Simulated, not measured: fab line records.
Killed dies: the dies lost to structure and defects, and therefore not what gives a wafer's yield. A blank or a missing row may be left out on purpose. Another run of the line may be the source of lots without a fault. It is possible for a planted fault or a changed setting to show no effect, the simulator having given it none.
fab line records | flow sky130
record lots=6 wafers=18 lastDay=50
route steps=708 shown SPACER@306 POLY_CUT@307 PAD_OPEN@708
lots untouched by any fault: they come from a run of this same line in which no faults occurred
startH: start of the lot's first displayed wafer, in hours after the record's first day | waitH: time in hours since the lot's previous step | " unchanged from the row above | L1.1+2: several wafers, shown together as one row | - no value, or no start was given | * or withheld: withheld | < > ~ a bound
route shown NAME@n: a module of which the file shows steps, and the number in the route of the first | usual: mean/standard deviation taken from wafers without a fault | same: alike in all rows | chamber/n: place in a boat | sites: per-site readings | _std_site: how widely they spread, as a standard deviation | _edge_site: inner sites' mean taken away from outer sites' mean | radiusMm: how far each site lies from the wafer's centre | mask NAME#n: copy n | behind: the most recent tool/chamber to have shaped the wafer | hold: reason for holding the lot/hours on hold/outcome of the hold | device: names the non-switching transistor (n, p or np) | end of line: the route-end tests of the same wafers | for a step that has no rows: nothing shown but its recipe | killed: count of dies lost to structure and defects at first sort (not the wafer's yield) | map: a wafer's dies, x killed, . not, _ none there
set.NAME: the setting as run; set.NAME@STEP: as run at that earlier step | model.NAME: the simulator's own value behind a step, which no gauge read
lots at selected steps of the route; one table per step, one row per wafer
services: when a tool's chamber went out of use (startH, in hours from the record's first day, below 0 if earlier), for how many hours, and the reason
## steps
# step SKY_SPACER_ETCHBACK_02
# recipe chemistry=CH3F/O2 target=Si3N4 stopOn=SiO2 sourceW=400 biasW=80 pressureMtorr=25 ch3fFlowSccm=40 O2_flow_sccm=30 timeS=46.7 targetDepthA=450
# usual drypumpMotorCurrentA=5.9/0.43 oesProductAu=0.857/0.0053 throttleValvePct=10.562/0.0087
# columns lot.wafer tool chamber startH waitH drypumpMotorCurrentA oesProductAu rfHoursCounterH throttleValvePct
L993.2 rieDiel-03 3 513.35 0.0 6.0 0.853 74 10.555
L993.4 " 2 " " 6.2 0.857 39 10.549
L993.6 " 1 " " 5.5 0.853 - 10.556
L996.1 rieDiel-03 2 558.66 0.1 6.2 0.867 39 10.540
L996.3 " 0 " " 6.3 0.870 6 10.562
L996.6 " 3 " " 6.0 0.860 - 10.550
L109.1 rieDiel-03 1 666.75 0.1 5.5 0.864 28 10.557
L109.2 " 0 " " 6.3 0.865 9 10.567
L109.4 " 3 " " 6.0 0.863 1 10.567
L110.1 rieDiel-02 1 668.06 0.1 6.4 0.852 11 10.544
L110.2 " 0 " " 5.0 0.858 5 10.564
L110.5 " 3 " " 6.3 0.861 - 10.570
L113.2 rieDiel-02 1 722.62 0.0 6.4 0.850 12 10.576
L113.5 " 1 " " 6.4 0.848 - 10.561
L113.6 " 0 " " 5.0 0.858 - 10.562
L116.1 rieDiel-03 0 727.59 0.1 6.3 0.853 10 10.559
L116.2 " 1 " " 5.5 0.852 30 10.549
L116.3 " 2 " " 6.2 0.846 44 10.563
# step SKY_POLY_CUT_DEHYDRATE_00
# recipe tempC=200 timeS=60
# step SKY_POLY_CUT_HMDS_01
# recipe primeTimeS=60 primeTempC=120
# step SKY_POLY_CUT_COAT_02
# recipe resist=BARC tempC=withheld timeS=withheld spinRpm=3000 resistThkNm=60
# step SKY_POLY_CUT_COAT_03
# recipe resist=KrF-thick spinRpm=3000 resistThkNm=450
# step SKY_POLY_CUT_SOFTBAKE_04
# recipe tempC=100 timeS=90 resist=KrF-thick
# step SKY_POLY_CUT_EXPOSE_05
# recipe maskId=NPCM na=0.8 sourceShape=annular sigmaInner=0.55 sigmaOuter=0.85 targetCdNm=270 doseMj=32
# step SKY_POLY_CUT_PEB_06
# recipe pebTempC=withheld pebTimeS=withheld resist=KrF-thick
# step SKY_POLY_CUT_DEVELOP_07
# recipe developTimeS=60 resist=KrF-thick devTempC=21
# step SKY_POLY_CUT_CD_MEAS_08
# recipe targetCdNm=270
# usual cdNm=269.5/1.6
# columns lot.wafer tool chamber startH waitH cdNm
L993.2 cdSem-02 - 543.95 - 270.1
L993.4 " - " " 269.0
L993.6 " - " " 270.1
L996.1 cdSem-01 - 587.59 - 271.6
L996.3 " - " " 270.7
L996.6 " - " " 270.3
L109.1 cdSem-02 - 695.08 - 268.8
L109.2 " - " " 268.3
L109.4 " - " " 270.1
L110.1 cdSem-02 - 696.98 - 268.1
L110.2 " - " " 267.9
L110.5 " - " " 269.3
L113.2 cdSem-01 - 748.55 - 267.3
L113.5 " - " " 266.8
L113.6 " - " " 267.9
L116.1 cdSem-02 - 755.34 - 271.3
L116.2 " - " " 271.7
L116.3 " - " " 271.9
# step SKY_POLY_CUT_OVL_MEAS_09
# usual POLY_CUT_OVL=3/5
# columns lot.wafer tool chamber startH waitH POLY_CUT_OVL[nm]
L993.2 overlay-02 - 544.06 0.1 -4
L993.4 " - " " 0
L993.6 " - " " -4
L996.1 overlay-02 - 587.71 0.1 7
L996.3 " - " " 3
L996.6 " - " " 4
L109.1 overlay-01 - 695.20 0.1 -1
L109.2 " - " " -5
L109.4 " - " " -4
L110.1 overlay-02 - 697.10 0.1 4
L110.2 " - " " 5
L110.5 " - " " 6
L113.2 overlay-02 - 748.66 0.1 12
L113.5 " - " " 12
L113.6 " - " " 10
L116.1 overlay-02 - 755.46 0.1 3
L116.2 " - " " 3
L116.3 " - " " 2
# step SKY_POLY_CUT_ETCH_10
# recipe chemistry=N2/H2 target=BARC ionEnergyEv=200 sourceW=500 biasW=100 pressureMtorr=30 n2FlowSccm=100 h2FlowSccm=200 stopOn=SiO2 timeS=45.9 targetDepthA=600
# usual drypumpMotorCurrentA=5.9/0.45 n2FlowSccm=100.0/0.32 oesProductAu=0.854/0.0048 throttleValvePct=13.225/0.0091
# columns lot.wafer tool chamber startH waitH drypumpMotorCurrentA n2FlowSccm oesProductAu rfHoursCounterH throttleValvePct
L993.2 rieDiel-03 2 544.09 0.0 6.2 99.3 0.863 39 13.224
L993.4 " 0 " " 6.4 99.6 0.852 - 13.226
L993.6 " 2 " " 6.2 99.9 0.856 - 13.200
L996.1 rieDiel-04 0 587.74 0.0 5.8 99.8 0.855 11 13.235
L996.3 " 3 " " 5.9 100.7 0.856 14 13.220
L996.6 " 2 " " 6.3 99.8 0.855 - 13.213
L109.1 rieDiel-04 0 695.24 0.0 5.8 100.1 0.858 13 13.233
L109.2 " 1 " " 5.4 99.8 0.856 8 13.224
L109.4 " 2 " " 6.3 100.4 0.854 13 13.228
L110.1 rieDiel-04 1 697.14 0.0 5.4 100.9 0.857 8 13.218
L110.2 " 3 " " 5.9 100.1 0.848 17 13.227
L110.5 " 2 " " 6.3 99.9 0.857 - 13.225
L113.2 rieDiel-03 1 748.69 0.0 5.5 100.1 0.852 30 13.231
L113.5 " 1 " " 5.5 100.3 0.860 - 13.237
L113.6 " 0 " " 6.4 99.3 0.849 - 13.231
L116.1 rieDiel-03 2 755.49 0.0 6.2 100.3 0.858 45 13.235
L116.2 " 1 " " 5.5 100.0 0.858 30 13.230
L116.3 " 3 " " 6.0 99.6 0.851 4 13.218
# step SKY_POLY_CUT_ETCH_11
# recipe target=Si3N4 chemistry=CF4/CH2F2/Ar stopOn=poly-Si sourceW=600 biasW=150 pressureMtorr=40 cf4FlowSccm=40 ch2f2FlowSccm=20 Ar_flow_sccm=150 timeS=42.5 targetDepthA=600
# usual drypumpMotorCurrentA=5.9/0.45 oesProductAu=0.832/0.0053 throttleValvePct=14.994/0.0092
# columns lot.wafer tool chamber startH waitH drypumpMotorCurrentA oesProductAu rfHoursCounterH throttleValvePct model.poly-Si_of_POLY_GATE_CVD_00.thkNm model.POLY_CUT.featureDepthNm
L993.2 rieDiel-03 2 544.13 0.0 6.2 0.822 39 14.994 178.5 61.85
L993.4 " 0 " " 6.4 0.834 - 14.993 178.5 62.2
L993.6 " 2 " " 6.2 0.821 - 14.993 178.5 61.43
L996.1 rieDiel-04 0 587.79 0.0 5.8 0.832 11 14.993 178.5 62.33
L996.3 " 3 " " 5.9 0.835 14 15.000 177.3 61.93
L996.6 " 2 " " 6.3 0.828 - 14.992 178 62.28
L109.1 rieDiel-04 0 695.28 0.0 5.8 0.825 13 14.993 173.3 66.28
L109.2 " 1 " " 5.4 0.822 8 14.995 172.2 66.66
L109.4 " 2 " " 6.3 0.829 13 14.997 179.1 61.97
L110.1 rieDiel-04 1 697.18 0.0 5.4 0.830 8 14.999 173.4 67.28
L110.2 " 3 " " 5.9 0.832 17 14.988 173.8 67.51
L110.5 " 2 " " 6.3 0.834 - 14.997 178.6 62.05
L113.2 rieDiel-03 1 748.73 0.0 5.5 0.835 30 15.006 177.7 63.09
L113.5 " 1 " " 5.5 0.832 - 14.982 178.5 62.33
L113.6 " 0 " " 6.4 0.837 - 14.985 178.7 62.69
L116.1 rieDiel-03 2 755.54 0.0 6.2 0.834 45 14.994 177.8 63.31
L116.2 " 1 " " 5.5 0.835 30 14.984 179.3 62.74
L116.3 " 3 " " 6.0 0.837 4 14.976 178.4 62.99
# step SKY_POLY_CUT_STRIP_12
# recipe chemistry=O2/N2 powerW=1400 pressureMtorr=1500 platenTempC=withheld o2FlowSccm=3000 n2FlowSccm=300 overashFraction=0.5
# usual drypumpMotorCurrentA=5.7/0.51 n2FlowSccm=300.1/0.91 oesProductAu=0.453/0.0053 stripTimeToEndpointS=5.360/0.017
# columns lot.wafer tool chamber startH waitH drypumpMotorCurrentA n2FlowSccm oesProductAu rfHoursCounterH stripTimeToEndpointS
L993.2 plasmaAsher-03 1 544.17 0.0 6.1 301.6 0.463 11 5.382
L993.4 " 0 " " 5.0 299.0 0.455 - 5.378
L993.6 " 1 " " 6.1 300.6 0.448 - 5.367
L996.1 plasmaAsher-04 0 587.83 0.0 6.3 300.2 0.459 47 5.364
L996.3 " 0 " " 6.3 300.2 0.456 - 5.368
L996.6 " 0 " " 6.3 299.1 0.455 - 5.370
L109.1 plasmaAsher-03 1 695.32 0.0 6.1 299.7 0.456 26 5.372
L109.2 " 0 " " 5.0 301.0 0.459 26 5.373
L109.4 " 1 " " 6.1 301.4 0.458 - 5.337
L110.1 plasmaAsher-03 0 697.22 0.0 5.0 300.0 0.447 26 5.387
L110.2 " 1 " " 6.1 299.1 0.460 26 5.347
L110.5 " 1 " " 6.1 301.1 0.465 - 5.360
L113.2 plasmaAsher-04 1 748.77 0.0 5.8 299.7 0.452 63 5.333
L113.5 " 1 " " 5.8 299.8 0.449 - 5.343
L113.6 " 0 " " 6.2 298.3 0.452 - 5.333
L116.1 plasmaAsher-03 1 755.58 0.0 6.1 300.7 0.452 32 5.348
L116.2 " 0 " " 5.0 300.9 0.466 32 5.349
L116.3 " 1 " " 6.1 300.4 0.446 - 5.348
# step SKY_PAD_OPEN_PROBE_99
# usual killed_at_M0_to_M3=43/7.3 killed_at_M4_up=3.1/1.7 killedAtContacts=24/4.7 killedAtFrontEnd=15/4.6 killedAtOther=0.3/0.55 killedDies=86/9.7 killedOpen=47/6.7 killedShort=39/6.5
# same grossDies=492 killedAtBackSide=0
# columns lot.wafer tool chamber startH waitH killed_at_M0_to_M3 killed_at_M4_up killedAtContacts killedAtFrontEnd killedAtOther killedDies killedOpen killedShort
L996.1 prober-01 - 1089.10 0.1 60 3 31 13 0 107 62 45
L996.3 prober-01 - 1089.20 0.2 53 1 22 23 0 99 54 45
L996.6 prober-01 - 1089.35 0.2 55 4 25 13 1 98 58 40
# killed by level:class
L996.1 VIA1:geometricParticle:open=21 VIA2:geometricParticle:open=12 CONTACT:geometricParticle:open=9 LI_CONTACT:geometricParticle:short=8 CONTACT:geometricParticle:short=7 VIA1:geometricParticle:short=7 METAL2:geometricParticle:short=6 METAL1:geometricParticle:short=5
L996.3 FIELD_ISO:geometricParticle:open=10 VIA1:geometricParticle:open=10 VIA2:geometricParticle:open=8 CONTACT:geometricParticle:open=8 METAL1:geometricParticle:short=7 FIELD_ISO:geometricParticle:short=6 METAL2:geometricParticle:short=6 VIA2:geometricParticle:short=6
L996.6 VIA1:geometricParticle:open=16 CONTACT:geometricParticle:open=12 METAL2:geometricParticle:short=8 FIELD_ISO:geometricParticle:open=6 METAL1:geometricParticle:short=6 LI_CONTACT:geometricParticle:short=5 LI_CONTACT:geometricParticle:open=5 METAL2:geometricParticle:open=5
## services
# columns tool chamber startH hours kind
rieDiel-02 0 490.10 1.2 repair
rieDiel-03 2 491.89 4.6 repair
rieDiel-04 - 492.87 2.8 pm
rieDiel-03 1 539.14 6.3 repair
rieDiel-04 2 541.30 15.7 repair
rieDiel-04 0 545.63 4.7 repair
rieDiel-03 0 584.00 11.4 repair
plasmaAsher-04 - 585.01 2.8 pm
rieDiel-03 3 595.39 - clean
rieDiel-03 1 620.23 7.4 repair
plasmaAsher-03 - 634.02 1.8 repair
rieDiel-04 1 640.30 13.8 repair
rieDiel-03 1 641.56 15.6 repair
rieDiel-03 - 669.61 10.0 pm
rieDiel-04 0 671.98 6.4 repair
rieDiel-04 1 685.92 6.4 repair
rieDiel-02 0 690.60 2.5 repair
rieDiel-03 - 709.27 3.1 repair
rieDiel-02 - 713.01 0.7 repair
rieDiel-03 3 729.17 5.3 repair
rieDiel-04 0 732.69 9.7 repair
plasmaAsher-03 - 734.14 3.5 repair
rieDiel-04 - 737.18 0.6 repair
plasmaAsher-04 - 739.09 2.0 repair
## key
firstSign none at tools or gauges
modelEffect step=SKY_POLY_CUT_ETCH_11 value=poly-Si_of_POLY_GATE_CVD_00.thkNm without=177.9 struck=173.2
metAt SKY_POLY_CUT_ETCH_11
struckWafers L109.1,L109.2,L110.1,L110.2
testerLeftOut L109,L110
onsetBetween 587.79 695.28
fault kind=processParameterDrift tool=rieDiel-04 chamber=- onsetH=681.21 steps=SKY_POLY_CUT_ETCH_11 channel=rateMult offset=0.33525 shape=step endH=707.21 scope=struckWafersOnly
# testerLeftOut: of these lots the tester's yield and bins aren't shown, on N5 and GAA mostly nor the transistor test; their killed dies are dies lost to structure and defects alone, not to doping, threshold or leakage, so they don't give the yield
